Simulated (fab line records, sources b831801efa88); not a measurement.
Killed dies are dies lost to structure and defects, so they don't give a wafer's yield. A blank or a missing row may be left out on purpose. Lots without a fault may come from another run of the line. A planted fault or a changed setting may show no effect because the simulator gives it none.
One fault seen from 2 desks | flow sky130 | each desk has only its own numbers; what lay behind them comes last

THE TOOL OWNER'S DESK: furnace-01
The tool's own readings at SKY_SONOS_ONO_OXIDATION_00 (stabilise 600 s, purge 300 s, target thk 2.6 nm): means of the sampled wafers that have a number, for each lot that ran on this tool. A lot is out of limits, marked OUT, if its mean lies more than 4 standard deviations from the usual mean; the brackets give that distance.
Columns: A = tube_center_temp_C_max at SKY_SONOS_ONO_OXIDATION_00, usual 802.0; B = zone_power_top_pct at SKY_SONOS_ONO_OXIDATION_00, usual 29.3 %
lot  | first seen here | A     | B
L924 | day 12 01:53    | 802.1 | 30.1
L925 | day 12 16:31    | 802.2 | 30.0
L929 | day 14 01:16    | 801.6 | 30.1
L930 | day 14 02:37    | 801.6 | 29.9
L938 | day 16 18:49    | 802.1 | 30.3
L940 | day 17 13:14    | 802.2 | 30.1
L941 | day 17 21:35    | 802.1 | 30.2
This desk's finding: nothing out of limits on any of the 7 lots.

THE METROLOGY DESK
What the gauges read, lot by lot, whatever tool the lot ran on: means of the sampled wafers that have a number. A lot is out of limits, marked OUT, if its mean lies more than 4 standard deviations from the usual mean; the brackets give that distance.
Columns: A = NWELL_OXIDATION_THK at SKY_NWELL_THK_MEAS_02, usual 9.87 nm; B = SONOS_ONO_OXIDATION_THK at SKY_SONOS_ONO_THK_MEAS_01, usual 2.61 nm; C = cd_nm at SKY_LI_CONTACT_CD_MEAS_12, usual 170.8 nm
lot  | first seen here | A    | B               | C
L924 | day 2 22:31     | 9.89 | 2.58            | 170.2
L925 | day 3 04:29     | 9.74 | 2.72            | 174.3
L928 | day 3 20:02     | 9.86 | 2.54            | 172.9
L930 | day 4 04:13     | 9.75 | 2.26 (-6.0) OUT | 170.5
L929 | day 4 04:14     | 9.96 | 2.15 (-7.9) OUT | 169.8
L937 | day 5 17:02     | 9.52 | 2.54            | 168.3
L938 | day 6 00:32     | 9.83 | 2.59            | 171.6
L939 | day 6 03:21     | 9.76 | 2.65            | 171.4
L940 | day 6 11:11     | 9.85 | 2.67            | 169.6
L941 | day 6 15:03     | 9.87 | 2.59            | 166.9
L942 | day 6 19:20     | 9.89 | 2.66            | 171.8
L943 | day 6 23:49     | 9.80 | 2.71            | 171.0
L944 | day 7 06:14     | 9.94 | 2.61            | 170.0
This desk's finding: out of limits on L929, L930; first on L929, day 14 02:38 (SONOS_ONO_OXIDATION_THK at SKY_SONOS_ONO_THK_MEAS_01). In limits: L924, L925, L928, L937, L938, L939, L940, L941, L942, L943, L944.

PUT TOGETHER
The metrology desk could have raised an alarm at day 14 02:38, on L929, L930.
The tool owner's desk saw nothing out of limits.
The tool owner's desk has L929, L930 on record, within its limits.
Of the lots named, all ran SKY_SONOS_ONO_OXIDATION_00 on furnace-01.

WHAT THE SIMULATOR HAD PUT IN
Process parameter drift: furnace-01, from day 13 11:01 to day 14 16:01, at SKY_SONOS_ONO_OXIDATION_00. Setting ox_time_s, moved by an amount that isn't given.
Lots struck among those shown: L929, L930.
Hours from the fault's start to each desk's first reading out of limits: the metrology desk, 16.
